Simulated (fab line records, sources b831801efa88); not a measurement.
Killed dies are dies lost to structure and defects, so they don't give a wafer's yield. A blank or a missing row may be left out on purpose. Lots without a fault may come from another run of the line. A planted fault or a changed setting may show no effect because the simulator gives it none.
One fault seen from 2 desks | flow sky130 | each desk has only its own numbers; what lay behind them comes last

THE TOOL OWNER'S DESK: hdpcvd-02
The tool's own readings at SKY_LI_CONTACT_HDPCVD_00 (deposits PSG, target thk 930 nm, time 155 s): means of the sampled wafers that have a number, for each lot that ran on this tool. A lot is out of limits, marked OUT, if its mean lies more than 4 standard deviations from the usual mean; the brackets give that distance.
Columns: A = run_length_s at SKY_LI_CONTACT_HDPCVD_00, usual 182.9 s; B = susceptor_temp_C at SKY_LI_CONTACT_HDPCVD_00, usual 599.95 C
lot  | first seen here | A               | B
L233 | day 28 03:49    | 183.1           | 600.04
L234 | day 28 16:02    | 183.2           | 599.99
L240 | day 31 10:21    | 182.8           | 599.93
L248 | day 33 02:10    | 182.8           | 600.02
L251 | day 34 10:03    | 223.9 (+89) OUT | 599.98
L252 | day 34 17:06    | 203.1 (+44) OUT | 600.04
This desk's finding: out of limits on L251, L252; first on L251, day 34 10:03 (run_length_s at SKY_LI_CONTACT_HDPCVD_00). In limits: L233, L234, L240, L248.

THE METROLOGY DESK
What the gauges read, lot by lot, whatever tool the lot ran on: means of the sampled wafers that have a number. A lot is out of limits, marked OUT, if its mean lies more than 4 standard deviations from the usual mean; the brackets give that distance.
Columns: A = VT_ADJUST_HVTP_OVL at SKY_VT_ADJUST_HVTP_OVL_MEAS_08, usual -0.5 nm; B = LI_CONTACT_HDPCVD_THK at SKY_LI_CONTACT_THK_MEAS_01, usual 930 nm
lot  | first seen here | A    | B
L233 | day 6 13:06     | -0.6 | 928
L234 | day 6 18:51     | -1.6 | 924
L236 | day 7 04:12     | 1.5  | 926
L237 | day 7 10:54     | -1.0 | 940
L238 | day 7 15:00     | -1.2 | 934
L240 | day 8 16:03     | 0.3  | 940
L245 | day 9 16:07     | 1.2  | 929
L248 | day 10 11:38    | 0.6  | 940
L251 | day 11 09:20    | 0.0  | 1179 (+25) OUT
L252 | day 11 16:54    | -1.1 | 1068 (+14) OUT
L254 | day 12 02:48    | -0.1 | 937
This desk's finding: out of limits on L251, L252; first on L251, day 34 10:10 (LI_CONTACT_HDPCVD_THK at SKY_LI_CONTACT_THK_MEAS_01). In limits: L233, L234, L236, L237, L238, L240, L245, L248, L254.

PUT TOGETHER
The tool owner's desk could have raised an alarm at day 34 10:03, on L251, L252.
The metrology desk could have raised an alarm at day 34 10:10, on L251, L252.
Of the lots named, all ran SKY_LI_CONTACT_HDPCVD_00 on hdpcvd-02.

WHAT THE SIMULATOR HAD PUT IN
Process parameter drift: hdpcvd-02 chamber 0, from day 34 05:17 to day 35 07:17, at SKY_LI_CONTACT_HDPCVD_00. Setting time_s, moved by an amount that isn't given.
Lots struck among those shown: L251, L252.
Hours from the fault's start to each desk's first reading out of limits: the tool owner's desk, 5; the metrology desk, 5.
